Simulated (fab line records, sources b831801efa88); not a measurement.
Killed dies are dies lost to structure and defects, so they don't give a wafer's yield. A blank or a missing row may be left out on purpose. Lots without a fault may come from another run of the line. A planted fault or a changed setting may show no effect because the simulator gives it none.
fab line records | flow gf180mcu
record lots=5 wafers=15 last_day=34
route steps=602 shown V3@443 M4@456
lots that met no fault: from a run of the same line without faults
start_h: hours from the record's first day to the start of the lot's first wafer shown | wait_h: hours since the lot's step before | " the same as in the row above | L1.1+2: a row that stands for several wafers | - no value, or no start given | * or withheld: withheld | < > ~ a bound
route shown NAME@n: a module of which the file shows steps, and the number in the route of the first | usual: mean/standard deviation of fault-free wafers | same: alike in all rows | chamber/n: place in a boat | sites: the reading at each site | _std_site: their standard deviation | _edge_site: outer sites' mean less inner sites' | radius_mm: how far each site lies from the wafer's centre | mask NAME#n: copy n | behind: the tool/chamber that last shaped the wafer | hold: why the lot was held/for how many hours/how that ended | device: the transistor (n, p or np) that didn't switch | end of line: the same wafers' tests at the end of the route | a step without rows: its recipe alone | killed: dies lost to structure and defects at the first sort, not the wafer's yield | map: a wafer's dies, x killed, . not, _ none there
set.NAME: the setting as run; set.NAME@STEP: as run at that earlier step | model.NAME: the simulator's own value behind a step, which no gauge read
lots at some steps of the route; a table a step, a row a wafer
services: from which hour (start_h, from the record's first day; less than 0 if before it) a tool's chamber was out of use, for how many hours, and why
## steps
# step GF_V3_CD_MEAS_14
# recipe target_cd_nm=260
# usual cd_nm=260.1/1.5
# columns lot.wafer tool chamber start_h wait_h cd_nm
L074.2 cd_sem-02 - 512.16 0.1 261.2
L074.5 " - " " 259.7
L074.6 " - " " 260.6
L087.1 cd_sem-01 - 620.34 0.1 261.2
L087.4 " - " " 262.0
L087.6 " - " " 262.6
L088.2 cd_sem-01 - 625.02 0.1 259.0
L088.3 " - " " 259.2
L088.5 " - " " 259.7
L092.3 cd_sem-01 - 653.01 0.1 260.7
L092.5 " - " " 259.8
L092.6 " - " " 260.2
L096.3 cd_sem-01 - 684.28 0.1 262.8
L096.4 " - " " 262.9
L096.5 " - " " 262.3
# step GF_V3_OVL_MEAS_15
# usual V3_OVL=1/5.4
# columns lot.wafer tool chamber start_h wait_h V3_OVL[nm]
L074.2 overlay-01 - 512.26 0.1 5
L074.5 " - " " 2
L074.6 " - " " 0
L087.1 overlay-02 - 620.46 0.1 -4
L087.4 " - " " 1
L087.6 " - " " -3
L088.2 overlay-02 - 625.12 0.1 7
L088.3 " - " " 9
L088.5 " - " " 6
L092.3 overlay-02 - 653.10 0.1 2
L092.5 " - " " 0
L092.6 " - " " 1
L096.3 overlay-02 - 684.37 0.1 0
L096.4 " - " " 2
L096.5 " - " " 3
# step GF_V3_ETCH_16
# recipe chemistry=N2/H2 target_depth_a=withheld overetch_a=withheld time_s=withheld target=BARC ion_energy_ev=200 source_w=500 bias_w=100 pressure_mtorr=30 n2_flow_sccm=100 h2_flow_sccm=200
# usual drypump_motor_current_A=5.6/0.56 oes_product_au=0.855/0.0049 throttle_valve_pct=13.225/0.0092
# columns lot.wafer tool chamber start_h wait_h drypump_motor_current_A oes_product_au throttle_valve_pct
L074.2 rie_diel-03 0 512.29 0.0 5.1 0.857 13.202
L074.5 " 1 " " 5.1 0.854 13.227
L074.6 " 2 " " 6.2 0.853 13.226
L087.1 rie_diel-03 0 620.49 0.0 5.1 0.857 13.213
L087.4 " 1 " " 5.1 0.854 13.243
L087.6 " 1 " " 5.1 0.858 13.218
L088.2 rie_diel-04 3 625.15 0.0 5.5 0.846 13.230
L088.3 " 1 " " 6.0 0.856 13.225
L088.5 " 0 " " 4.9 0.848 13.217
L092.3 rie_diel-01 3 653.13 0.0 6.8 0.860 13.229
L092.5 " 2 " " 5.0 0.854 13.230
L092.6 " 3 " " 6.8 0.859 13.219
L096.3 rie_diel-01 0 684.39 0.0 5.9 0.854 13.205
L096.4 " 3 " " 6.8 0.860 13.235
L096.5 " 0 " " 5.8 0.850 13.225
# step GF_V3_ETCH_17
# recipe chemistry=C4F8/O2/Ar mask_material=KrF target=SiO2 stop_on=TiN source_w=1500 bias_w=1200 pressure_mtorr=40 c4f8_flow_sccm=withheld O2_flow_sccm=6 Ar_flow_sccm=300 time_s=withheld target_depth_a=6350
# usual oes_product_au=0.856/0.0046
# columns lot.wafer tool chamber start_h wait_h oes_product_au
L074.2 rie_diel-03 0 - - 0.853
L074.5 " 1 " " 0.856
L074.6 " 2 " " 0.859
L087.1 rie_diel-03 0 - - 0.861
L087.4 " 1 " " 0.853
L087.6 " 1 " " 0.847
L088.2 rie_diel-04 3 - - 0.856
L088.3 " 1 " " 0.861
L088.5 " 0 " " 0.859
L092.3 rie_diel-01 3 - - 0.858
L092.5 " 2 " " 0.863
L092.6 " 3 " " 0.856
L096.3 rie_diel-01 0 - - 0.858
L096.4 " 3 " " 0.864
L096.5 " 0 " " 0.859
# step GF_V3_STRIP_18
# recipe chemistry=O2/N2 power_w=1400 pressure_mtorr=1500 platen_temp_c=250 o2_flow_sccm=3000 n2_flow_sccm=300 overash_fraction=0.5
# usual drypump_motor_current_A=5.5/0.51 heater_power_w=313/22 oes_product_au=0.592/0.005
# columns lot.wafer tool chamber start_h wait_h drypump_motor_current_A heater_power_w oes_product_au rf_hours_counter_h
L074.2 plasma_asher-03 1 512.42 - 5.5 311 0.588 77
L074.5 " 1 " " 5.5 307 0.586 -
L074.6 " 0 " " 5.6 291 0.586 -
L087.1 plasma_asher-03 0 620.62 - 5.6 297 0.595 87
L087.4 " 0 " " 5.5 291 0.598 -
L087.6 " 0 " " 5.6 280 0.596 -
L088.2 plasma_asher-04 0 625.28 - 4.9 362 0.582 19
L088.3 " 0 " " 4.9 351 0.591 -
L088.5 " 0 " " 4.9 356 0.591 -
L092.3 plasma_asher-03 1 653.29 - 5.5 311 0.598 -
L092.5 " 1 " " 5.5 306 0.591 -
L092.6 " 0 " " 5.5 291 0.587 -
L096.3 plasma_asher-03 0 684.55 - 5.5 289 0.593 -
L096.4 " 1 " " 5.5 309 0.595 -
L096.5 " 0 " " 5.6 290 0.586 -
# step GF_V3_STRIP_19
# recipe chemistry=post_etch_residue_remover time_s=1200 temp_c=72.5
# usual bath_guard_temp_C=72.4/0.64
# same time_s=1200
# columns lot.wafer tool chamber start_h wait_h bath_guard_temp_C
L074.2 wet_bench-02 0 512.52 0.1 72.5
L074.5 " 0 " " 72.2
L074.6 " 0 " " 72.5
L087.1 wet_bench-01 0 620.72 0.1 71.5
L087.4 " 0 " " 71.3
L087.6 " 0 " " 71.2
L088.2 wet_bench-01 1 625.38 0.1 72.9
L088.3 " 1 " " 72.6
L088.5 " 1 " " 72.7
L092.3 wet_bench-02 3 653.36 0.0 72.7
L092.5 " 3 " " 72.7
L092.6 " 3 " " 72.7
L096.3 wet_bench-01 0 684.62 0.0 71.0
L096.4 " 0 " " 71.0
L096.5 " 0 " " 70.8
# step GF_V3_CLEAN_20
# recipe chemistry=DIW dry=n2_spin
# columns lot.wafer tool chamber start_h wait_h
L074.2+5+6 wet_bench-04 3 512.86 0.0
L087.1+4+6 wet_bench-04 1 621.09 0.0
L088.2+3+5 wet_bench-02 0 625.76 0.0
L092.3+5+6 wet_bench-01 3 653.70 0.0
L096.3+4+5 wet_bench-02 0 684.99 0.0
# step GF_V3_SPUTTER_21
# recipe material=Ti target_thk_nm=15 chamber_pressure_pa=5 power_w=2500 substrate_temp_c=200 time_s=80.02
# usual cathode_dc_power_W=2500.0/0.51 substrate_temp_c=200.01/0.16 throttle_valve_pct=29.9/1.1
# same time_s=80.02
# columns lot.wafer tool chamber start_h wait_h cathode_dc_power_W substrate_temp_c throttle_valve_pct
L074.2 pvd_sputter-02 - 512.96 0.0 2501.3 200.10 28.8
L074.5 " - " " 2500.5 200.37 28.3
L074.6 " - " " 2499.6 200.23 29.0
L087.1 pvd_sputter-02 - 621.19 0.0 2500.5 200.10 29.8
L087.4 " - " " 2500.2 200.15 28.1
L087.6 " - " " 2500.1 200.24 28.1
L088.2 pvd_sputter-03 - 625.85 0.0 2499.6 200.15 30.2
L088.3 " - " " 2499.6 200.17 32.1
L088.5 " - " " 2498.6 200.36 29.8
L092.3 pvd_sputter-01 - 653.79 0.0 2500.1 199.81 29.9
L092.5 " - " " 2499.4 199.72 29.9
L092.6 " - " " 2499.9 200.30 29.9
L096.3 pvd_sputter-02 - 685.09 0.0 2499.3 200.16 28.9
L096.4 " - " " 2500.0 200.12 28.0
L096.5 " - " " 2499.5 200.22 28.0
# step GF_V3_SPUTTER_22
# recipe material=TiN target_thk_nm=10 chamber_pressure_pa=5 power_w=4000 time_s=40
# usual cathode_dc_power_W=4000.1/0.72 throttle_valve_pct=29.9/1.1
# same time_s=40
# columns lot.wafer tool chamber start_h wait_h cathode_dc_power_W throttle_valve_pct
L074.2 pvd_sputter-02 - 513.02 0.0 4000.9 28.5
L074.5 " - " " 3998.4 28.1
L074.6 " - " " 4000.6 29.0
L087.1 pvd_sputter-02 - 621.25 0.0 4001.5 29.7
L087.4 " - " " 4000.2 28.2
L087.6 " - " " 3999.3 28.0
L088.2 pvd_sputter-03 - 625.91 0.0 4000.3 29.6
L088.3 " - " " 3999.7 32.1
L088.5 " - " " 3999.3 29.5
L092.3 pvd_sputter-01 - 653.86 0.0 4000.7 30.1
L092.5 " - " " 4000.0 29.8
L092.6 " - " " 4000.3 29.6
L096.3 pvd_sputter-02 - 685.15 0.0 4000.5 28.9
L096.4 " - " " 4000.4 28.2
L096.5 " - " " 3999.3 28.1
# step GF_V3_CVD_23
# recipe material=W target_thk_nm=350 time_s=104.9 temp_c=400 pressure_torr=40
# usual chamber_pressure_Torr=40.00/0.081 heater_power_w=798/47
# same time_s=104.9
# columns lot.wafer tool chamber start_h wait_h chamber_pressure_Torr heater_power_w
L074.2 cvd_w-02 0 513.06 0.0 39.98 879
L074.5 " 0 " " 39.97 869
L074.6 " 1 " " 40.07 798
L087.1 cvd_w-02 1 621.29 0.0 40.05 790
L087.4 " 0 " " 39.90 883
L087.6 " 0 " " 40.00 875
L088.2 cvd_w-01 1 625.95 0.0 39.90 769
L088.3 " 0 " " 39.91 752
L088.5 " 0 " " 39.86 770
L092.3 cvd_w-01 1 653.94 0.1 40.07 770
L092.5 " 1 " " 40.09 785
L092.6 " 0 " " 39.90 773
L096.3 cvd_w-01 1 685.22 0.1 39.91 774
L096.4 " 0 " " 39.78 747
L096.5 " 0 " " 39.98 761
# step GF_V3_RS_MEAS_24
# recipe thk_meas_gauge=four-point-probe reads=W_of_V3_CVD_23+TiN_of_V3_SPUTTER_22+Ti_of_V3_SPUTTER_21
# usual V3_W_RS=0.326/0.0059
# columns lot.wafer tool chamber start_h wait_h V3_W_RS[ohm/sq]
L074.2 film_metro-01 - 513.19 0.1 0.320
L074.5 " - " " 0.317
L074.6 " - " " 0.324
L087.1 film_metro-01 - 621.40 0.1 0.334
L087.4 " - " " 0.319
L087.6 " - " " 0.320
L088.2 film_metro-03 - 626.08 0.1 0.328
L088.3 " - " " 0.318
L088.5 " - " " 0.319
L092.3 film_metro-02 - 654.06 0.1 0.329
L092.5 " - " " 0.326
L092.6 " - " " 0.320
L096.3 film_metro-03 - 685.34 0.1 0.334
L096.4 " - " " 0.317
L096.5 " - " " 0.324
# step GF_V3_THK_MEAS_25
# recipe thk_meas_gauge=xrf reads=W_of_V3_CVD_23
# usual V3_W_THK=364/7.5
# columns lot.wafer tool chamber start_h wait_h V3_W_THK[nm]
L074.2 film_metro-01 - 513.30 0.1 368
L074.5 " - " " 375
L074.6 " - " " 366
L087.1 film_metro-01 - 621.52 0.1 357
L087.4 " - " " 375
L087.6 " - " " 375
L088.2 film_metro-03 - 626.19 0.1 366
L088.3 " - " " 376
L088.5 " - " " 376
L092.3 film_metro-02 - 654.16 0.1 356
L092.5 " - " " 358
L092.6 " - " " 365
L096.3 film_metro-03 - 685.44 0.1 353
L096.4 " - " " 372
L096.5 " - " " 362
# step GF_V3_CMP_26
# recipe stop_on=SiO2 down_force_psi=3.5 platen_rpm=60 t_overpolish_s=15 target_thk_nm=0 pad_velocity_m_s=0.94248
# usual head_pressure_psi=3.500/0.0076 motor_current_A=10.6/0.64 overpolish_run_s=15.001/0.01 time_to_endpoint_s=83/3.3
# columns lot.wafer tool chamber start_h wait_h head_pressure_psi motor_current_A overpolish_run_s time_to_endpoint_s
L074.2 cmp-01 3 513.50 0.2 3.497 11.4 15.020 86
L074.5 " 0 " " 3.502 11.6 15.025 89
L074.6 " 1 " " 3.498 10.2 14.993 81
L087.1 cmp-01 2 621.58 0.1 3.500 10.0 15.008 85
L087.4 " 1 " " 3.497 10.4 15.003 88
L087.6 " 3 " " 3.501 10.7 14.994 90
L088.2 cmp-01 3 626.24 0.0 3.521 10.9 14.995 81
L088.3 " 1 " " 3.490 10.2 14.997 81
L088.5 " 3 " " 3.508 10.7 15.008 82
L092.3 cmp-02 1 654.35 0.2 3.502 10.6 15.014 81
L092.6 " 2 " " 3.505 10.1 14.983 79
L092.5 " 3 " " 3.499 9.8 14.998 87
L096.4 cmp-02 1 685.58 0.1 3.504 10.9 15.017 90
L096.3 " 2 " " 3.501 10.7 15.001 78
L096.5 " 3 " " 3.494 10.0 15.010 85
# step GF_M4_SPUTTER_00
# recipe material=Ti target_thk_nm=37.5 arriving_ion_energy_ev=80 substrate_temp_c=200 chamber_pressure_pa=2 power_w=4000 time_s=150
# usual cathode_dc_power_W=4000.0/0.77 substrate_temp_c=200.01/0.16 throttle_valve_pct=30.0/0.77
# same time_s=150
# columns lot.wafer tool chamber start_h wait_h cathode_dc_power_W substrate_temp_c throttle_valve_pct
L074.2 pvd_sputter-04 - 513.65 0.1 3999.8 200.17 30.2
L074.5 " - " " 3999.2 200.13 29.3
L074.6 " - " " 3999.6 199.98 30.2
L087.1 pvd_sputter-04 - 621.88 0.2 4000.1 200.08 30.0
L087.4 " - " " 3999.5 199.58 29.9
L087.6 " - " " 4001.8 200.26 29.7
L088.2 pvd_sputter-01 - 626.54 0.2 3999.8 200.33 29.8
L088.3 " - " " 4000.3 200.02 30.1
L088.5 " - " " 3999.4 200.29 30.1
L092.3 pvd_sputter-04 - 654.50 0.1 4000.6 199.99 30.2
L092.5 " - " " 3999.1 200.07 29.5
L092.6 " - " " 4001.0 200.06 30.4
L096.3 pvd_sputter-01 - 685.78 0.1 3999.4 199.90 31.9
L096.4 " - " " 4001.1 199.94 30.1
L096.5 " - " " 3999.4 199.75 31.9
# step GF_M4_SPUTTER_01
# recipe material=TiN target_thk_nm=30 power_w=6500 time_s=25 chamber_pressure_pa=0.4
# usual cathode_dc_power_W=6500.1/1 throttle_valve_pct=30.0/0.8
# same time_s=25
# columns lot.wafer tool chamber start_h wait_h cathode_dc_power_W throttle_valve_pct
L074.2 pvd_sputter-04 - 513.75 0.1 6499.5 30.0
L074.5 " - " " 6500.1 29.4
L074.6 " - " " 6499.2 30.0
L087.1 pvd_sputter-04 - 621.98 0.1 6499.0 30.0
L087.4 " - " " 6500.9 30.3
L087.6 " - " " 6500.9 29.6
L088.2 pvd_sputter-01 - 626.65 0.1 6498.8 29.7
L088.3 " - " " 6501.3 30.0
L088.5 " - " " 6501.9 30.0
L092.3 pvd_sputter-04 - 654.60 0.1 6499.8 30.2
L092.5 " - " " 6501.0 29.5
L092.6 " - " " 6499.9 30.3
L096.3 pvd_sputter-01 - 685.88 0.1 6499.6 32.2
L096.4 " - " " 6500.3 29.8
L096.5 " - " " 6499.6 32.4
# step GF_M4_SPUTTER_02
# recipe material=AlCu target_thk_nm=450 power_w=10600 time_s=23.9 chamber_pressure_pa=0.4
# usual cathode_dc_power_W=10600/1.9 throttle_valve_pct=30.0/0.8
# same time_s=23.9
# columns lot.wafer tool chamber start_h wait_h cathode_dc_power_W throttle_valve_pct
L074.2 pvd_sputter-04 - 513.78 0.0 10605 30.1
L074.5 " - " " 10601 29.5
L074.6 " - " " 10601 30.1
L087.1 pvd_sputter-04 - 622.01 0.0 10595 30.1
L087.4 " - " " 10604 30.2
L087.6 " - " " 10599 29.5
L088.2 pvd_sputter-01 - 626.69 0.0 10599 29.5
L088.3 " - " " 10595 30.1
L088.5 " - " " 10601 29.8
L092.3 pvd_sputter-04 - 654.63 0.0 10600 29.9
L092.5 " - " " 10600 29.3
L092.6 " - " " 10598 30.1
L096.3 pvd_sputter-01 - 685.91 0.0 10600 32.1
L096.4 " - " " 10599 29.8
L096.5 " - " " 10602 32.2
# step GF_M4_SPUTTER_03
# recipe material=Ti target_thk_nm=10 substrate_temp_c=300 chamber_pressure_pa=0.3 power_w=3000 time_s=6.7
# usual cathode_dc_power_W=3000.0/0.54 substrate_temp_c=300.02/0.2 throttle_valve_pct=30.0/0.76
# same time_s=6.7
# columns lot.wafer tool chamber start_h wait_h cathode_dc_power_W substrate_temp_c throttle_valve_pct
L074.2 pvd_sputter-04 - 513.81 0.0 2998.7 299.96 30.2
L074.5 " - " " 3000.9 299.85 29.3
L074.6 " - " " 3000.0 299.74 29.9
L087.1 pvd_sputter-04 - 622.04 0.0 3000.4 300.06 30.3
L087.4 " - " " 2999.7 300.11 30.0
L087.6 " - " " 3000.1 300.11 29.4
L088.2 pvd_sputter-01 - 626.72 0.0 3000.4 300.04 29.6
L088.3 " - " " 3000.7 299.70 30.0
L088.5 " - " " 2999.9 299.84 29.8
L092.3 pvd_sputter-04 - 654.66 0.0 2999.3 299.85 30.2
L092.5 " - " " 3000.0 299.93 29.4
L092.6 " - " " 3000.3 300.27 30.1
L096.3 pvd_sputter-01 - 685.94 0.0 3000.8 299.73 32.2
L096.4 " - " " 3000.0 299.83 29.7
L096.5 " - " " 2999.4 299.81 31.9
# step GF_M4_SPUTTER_04
# recipe material=TiN target_thk_nm=50 power_w=6500 time_s=41.7 chamber_pressure_pa=0.4
# usual cathode_dc_power_W=6500.0/1.2 throttle_valve_pct=30.0/0.79
# same time_s=41.7
# columns lot.wafer tool chamber start_h wait_h cathode_dc_power_W throttle_valve_pct
L074.2 pvd_sputter-04 - 513.83 0.0 6501.5 30.4
L074.5 " - " " 6498.5 29.3
L074.6 " - " " 6501.0 30.3
L087.1 pvd_sputter-04 - 622.06 0.0 6500.6 30.2
L087.4 " - " " 6499.6 30.2
L087.6 " - " " 6499.8 29.6
L088.2 pvd_sputter-01 - 626.74 0.0 6498.9 29.6
L088.3 " - " " 6500.7 30.1
L088.5 " - " " 6501.2 30.0
L092.3 pvd_sputter-04 - 654.68 0.0 6499.9 30.1
L092.5 " - " " 6504.0 29.6
L092.6 " - " " 6499.5 30.2
L096.3 pvd_sputter-01 - 685.96 0.0 6500.7 31.9
L096.4 " - " " 6497.7 30.0
L096.5 " - " " 6498.6 32.5
# step GF_M4_RS_MEAS_05
# recipe thk_meas_gauge=four-point-probe reads=TiN_of_M4_SPUTTER_04+Ti_of_M4_SPUTTER_03+AlCu_of_M4_SPUTTER_02+TiN_of_M4_SPUTTER_01+Ti_of_M4_SPUTTER_00
# usual M4_ALCU_RS=0.0699/0.00078
# columns lot.wafer tool chamber start_h wait_h M4_ALCU_RS[ohm/sq]
L074.2 film_metro-01 - 513.89 0.0 0.0700
L074.5 " - " " 0.0694
L074.6 " - " " 0.0691
L087.1 film_metro-02 - 622.10 0.0 0.0697
L087.4 " - " " 0.0703
L087.6 " - " " 0.0699
L088.2 film_metro-04 - 626.81 0.0 0.0703
L088.3 " - " " 0.0709
L088.5 " - " " 0.0704
L092.3 film_metro-04 - 654.76 0.1 0.0699
L092.5 " - " " 0.0697
L092.6 " - " " 0.0712
L096.3 film_metro-02 - 686.04 0.1 0.0701
L096.4 " - " " 0.0699
L096.5 " - " " 0.0698
# step GF_M4_THK_MEAS_06
# recipe thk_meas_gauge=xrf reads=AlCu_of_M4_SPUTTER_02
# usual M4_ALCU_THK=445/5.5
# columns lot.wafer tool chamber start_h wait_h M4_ALCU_THK[nm]
L074.2 film_metro-01 - 514.00 0.1 442
L074.5 " - " " 449
L074.6 " - " " 452
L087.1 film_metro-02 - 622.22 0.1 452
L087.4 " - " " 447
L087.6 " - " " 451
L088.2 film_metro-04 - 626.92 0.1 441
L088.3 " - " " 438
L088.5 " - " " 441
L092.3 film_metro-04 - 654.86 0.1 446
L092.5 " - " " 446
L092.6 " - " " 437
L096.3 film_metro-02 - 686.14 0.1 447
L096.4 " - " " 447
L096.5 " - " " 450
# step GF_M4_DEHYDRATE_07
# recipe temp_c=200 time_s=60
# same time_s=60
# columns lot.wafer tool chamber start_h wait_h
L074.2+5+6 litho_track-01 0 525.08 11.1
L087.1+4+6 litho_track-02 0 631.77 9.5
L088.2+3+5 litho_track-01 0 636.87 9.9
L092.3+5+6 litho_track-01 0 663.90 9.0
L096.3+4+5 litho_track-01 0 695.10 8.9
# step GF_M4_HMDS_08
# recipe prime_time_s=60 prime_temp_c=120
# columns lot.wafer tool chamber start_h wait_h
L074.2+5+6 litho_track-01 0 525.23 0.1
L087.1+4+6 litho_track-02 0 631.92 0.1
L088.2+3+5 litho_track-01 0 637.02 0.1
L092.3+5+6 litho_track-01 0 664.05 0.1
L096.3+4+5 litho_track-01 0 695.25 0.1
# step GF_M4_COAT_09
# recipe resist=KrF spin_rpm=withheld resist_thk_nm=1000
# columns lot.wafer tool chamber start_h wait_h
L074.2+5+6 litho_track-01 0 525.38 0.1
L087.1+4+6 litho_track-02 0 632.07 0.1
L088.2+3+5 litho_track-01 0 637.17 0.1
L092.3+5+6 litho_track-01 0 664.20 0.1
L096.3+4+5 litho_track-01 0 695.40 0.1
# step GF_M4_SOFTBAKE_10
# recipe temp_c=130 time_s=62.92 resist=KrF
# usual plate_sensor_t_centre_C=131.01/0.01 plate_sensor_t_edge_C=131.21/0.01
# same time_s=62.92
# columns lot.wafer tool chamber start_h wait_h plate_sensor_t_centre_C plate_sensor_t_edge_C
L074.2 litho_track-01 0 525.53 0.1 131.03 131.2
L074.5 " 0 " " 131.01 131.21
L074.6 " 0 " " 131.01 131.21
L087.1 litho_track-02 0 632.22 0.1 131.01 131.19
L087.4 " 0 " " 131.01 131.21
L087.6 " 0 " " 131.01 131.21
L088.2 litho_track-01 0 637.32 0.1 131.01 131.21
L088.3 " 0 " " 131.03 131.2
L088.5 " 0 " " 131.02 131.22
L092.3 litho_track-01 0 664.35 0.1 131.02 131.21
L092.5 " 0 " " 131.02 131.2
L092.6 " 0 " " 131.01 131.2
L096.3 litho_track-01 0 695.55 0.1 131.02 131.19
L096.4 " 0 " " 131.01 131.2
L096.5 " 0 " " 131.01 131.2
# step GF_M4_EXPOSE_11
# recipe mask_id=Metal4 target_cd_nm=280 na=0.68 source_shape=conventional sigma_outer=0.6 dose_mj=28
# columns lot.wafer tool chamber start_h wait_h mask
L074.2+5+6 krf_scanner-01 0 - - Metal4#0
L087.1+4+6 krf_scanner-02 0 - - Metal4#0
L088.2+3+5 krf_scanner-01 0 - - Metal4#0
L092.3+5+6 krf_scanner-01 0 - - Metal4#0
L096.3+4+5 krf_scanner-01 0 - - Metal4#0
# step GF_M4_PEB_12
# recipe peb_temp_c=135 peb_time_s=90 resist=KrF
# columns lot.wafer tool chamber start_h wait_h
L074.2+5+6 litho_track-03 0 - -
L087.1+4+6 litho_track-01 0 - -
L088.2+3+5 litho_track-03 0 - -
L092.3+5+6 litho_track-03 0 - -
L096.3+4+5 litho_track-02 0 - -
# step GF_M4_DEVELOP_13
# recipe develop_time_s=60 dev_temp_c=21
# columns lot.wafer tool chamber start_h wait_h
L074.2+5+6 litho_track-03 0 536.60 0.2
L087.1+4+6 litho_track-01 0 641.95 0.2
L088.2+3+5 litho_track-03 0 647.00 0.2
L092.3+5+6 litho_track-03 0 673.72 0.1
L096.3+4+5 litho_track-02 0 704.56 0.1
# step GF_M4_CD_MEAS_14
# recipe target_cd_nm=280
# usual cd_nm=279.9/1.1
# columns lot.wafer tool chamber start_h wait_h cd_nm
L074.2 cd_sem-01 - 536.74 0.1 278.2
L074.5 " - " " 279.5
L074.6 " - " " 279.8
L087.1 cd_sem-01 - 642.10 0.1 280.8
L087.4 " - " " 282.1
L087.6 " - " " 280.1
L088.2 cd_sem-02 - 647.14 0.1 280.5
L088.3 " - " " 282.2
L088.5 " - " " 281.3
L092.3 cd_sem-01 - 673.86 0.1 279.2
L092.5 " - " " 279.7
L092.6 " - " " 278.5
L096.3 cd_sem-01 - 704.70 0.1 281.6
L096.4 " - " " 280.5
L096.5 " - " " 280.4
# step GF_M4_OVL_MEAS_15
# usual M4_OVL=-3/5.2
# columns lot.wafer tool chamber start_h wait_h M4_OVL[nm]
L074.2 overlay-02 - 536.85 0.1 1
L074.5 " - " " 2
L074.6 " - " " -2
L087.1 overlay-01 - 642.22 0.1 -4
L087.4 " - " " -4
L087.6 " - " " -4
L088.2 overlay-02 - 647.25 0.1 4
L088.3 " - " " 0
L088.5 " - " " 2
L092.3 overlay-01 - 673.95 0.1 9
L092.5 " - " " 7
L092.6 " - " " 2
L096.3 overlay-02 - 704.80 0.1 7
L096.4 " - " " -6
L096.5 " - " " 3
# step GF_M4_METAL_ETCH_16
# recipe chemistry=Cl2/BCl3 mask_material=KrF target_depth_nm=750.8 stop_on=SiO2 pressure_mtorr=8 icp_w=800 bias_w=140 Cl2_flow_sccm=80 bcl3_flow_sccm=40 time_s=125.1
# usual drypump_motor_current_A=5.7/0.39 oes_product_au=0.991/0.0054 throttle_valve_pct=28.229/0.0094
# same time_s=125.1
# columns lot.wafer tool chamber start_h wait_h drypump_motor_current_A oes_product_au rf_hours_counter_h throttle_valve_pct
L074.2 rie_metal-02 0 536.88 0.0 6.1 0.988 2.7 28.247
L074.5 " 1 " " 5.5 0.984 - 28.227
L074.6 " 0 " " 6.1 0.983 - 28.238
L087.1 rie_metal-02 0 642.25 0.0 6.1 0.989 6.0 28.236
L087.4 " 1 " " 5.5 0.982 - 28.230
L087.6 " 0 " " 6.1 0.984 - 28.220
L088.2 rie_metal-03 0 647.28 0.0 5.2 0.993 8.6 28.224
L088.3 " 1 " " 5.8 0.991 - 28.236
L088.5 " 0 " " 5.2 0.996 - 28.230
L092.3 rie_metal-03 1 674.02 0.1 5.9 0.989 - 28.228
L092.5 " 1 " " 5.8 0.995 - 28.230
L092.6 " 0 " " 5.2 0.998 - 28.233
L096.3 rie_metal-02 0 704.86 0.1 6.1 0.984 - 28.237
L096.4 " 1 " " 5.5 0.980 - 28.229
L096.5 " 1 " " 5.5 0.993 - 28.217
# step GF_M4_STRIP_17
# recipe chemistry=O2/N2 power_w=1400 pressure_mtorr=1500 platen_temp_c=250 o2_flow_sccm=3000 n2_flow_sccm=300 overash_fraction=0.5
# usual drypump_motor_current_A=5.6/0.62 heater_power_w=316/26 oes_product_au=0.537/0.0053 strip_time_to_endpoint_s=7.38/0.054
# columns lot.wafer tool chamber start_h wait_h drypump_motor_current_A heater_power_w oes_product_au rf_hours_counter_h strip_time_to_endpoint_s
L074.2 plasma_asher-01 1 537.01 0.1 5.2 342 0.540 91 7.39
L074.5 " 1 " " 5.2 333 0.543 - 7.42
L074.6 " 0 " " 6.6 306 0.540 - 7.41
L087.1 plasma_asher-01 0 642.38 0.1 6.5 307 0.534 102 7.41
L087.4 " 0 " " 6.6 316 0.536 - 7.38
L087.6 " 1 " " 5.2 336 0.535 - 7.38
L088.2 plasma_asher-01 0 647.41 0.1 6.6 305 0.538 102 7.43
L088.3 " 0 " " 6.6 304 0.536 - 7.40
L088.5 " 0 " " 6.6 313 0.536 - 7.38
L092.3 plasma_asher-04 0 674.14 0.1 4.9 361 0.542 - 7.44
L092.5 " 0 " " 4.9 357 0.545 - 7.49
L092.6 " 1 " " 5.1 300 0.540 - 7.44
L096.3 plasma_asher-04 0 704.98 0.1 5.0 353 0.539 - 7.42
L096.4 " 1 " " 5.1 286 0.548 - 7.49
L096.5 " 1 " " 5.2 295 0.544 - 7.47
# step GF_M4_STRIP_18
# recipe chemistry=post_etch_residue_remover time_s=1200 temp_c=72.5
# usual bath_guard_temp_C=72.4/0.56
# same time_s=1200
# columns lot.wafer tool chamber start_h wait_h bath_guard_temp_C
L074.2 wet_bench-01 2 537.11 0.1 72.5
L074.5 " 2 " " 72.1
L074.6 " 2 " " 72.7
L087.1 wet_bench-01 2 642.48 0.1 72.3
L087.4 " 2 " " 72.3
L087.6 " 2 " " 72.5
L088.2 wet_bench-04 0 647.51 0.1 73.0
L088.3 " 0 " " 73.0
L088.5 " 0 " " 72.8
L092.3 wet_bench-01 2 674.21 0.0 72.4
L092.5 " 2 " " 72.2
L092.6 " 2 " " 72.8
L096.3 wet_bench-03 0 705.05 0.0 71.9
L096.4 " 0 " " 71.9
L096.5 " 0 " " 72.0
# step GF_M4_CLEAN_19
# recipe chemistry=DIW dry=n2_spin
# columns lot.wafer tool chamber start_h wait_h
L074.2+5+6 wet_bench-04 1 537.79 0.0
L087.1+4+6 wet_bench-04 0 642.83 0.0
L088.2+3+5 wet_bench-03 0 647.88 0.0
L092.3+5+6 wet_bench-03 2 674.55 0.0
L096.3+4+5 wet_bench-01 3 705.39 0.0
## services
# columns tool chamber start_h hours kind
pvd_sputter-02 - 491.67 2.4 repair
pvd_sputter-04 - 493.46 2.8 repair
plasma_asher-01 - 493.56 2.8 pm
rie_metal-02 1 497.73 4.1 repair
rie_diel-03 1 515.93 13.2 repair
plasma_asher-03 - 517.16 15.6 pm
rie_diel-01 3 522.89 11.4 repair
plasma_asher-04 - 527.95 1.4 repair
plasma_asher-04 - 528.43 1.8 repair
rie_metal-02 0 528.66 3.3 repair
krf_scanner-01 - 530.88 0.2 repair
cvd_w-01 0 540.21 3.1 repair
rie_diel-01 - 546.33 14.6 pm
pvd_sputter-04 - 554.87 3.7 repair
krf_scanner-01 - 570.48 1.3 pm
krf_scanner-01 - 571.78 1.0 pm
cmp-01 - 572.00 4.0 pm
krf_scanner-01 - 577.36 0.8 pm
pvd_sputter-01 - 614.00 0.5 repair
pvd_sputter-04 - 624.07 1.3 repair
plasma_asher-03 - 636.36 0.9 repair
pvd_sputter-02 - 651.18 3.3 repair
rie_diel-03 2 655.22 5.8 repair
rie_diel-01 2 668.25 12.0 repair
## key
fault none
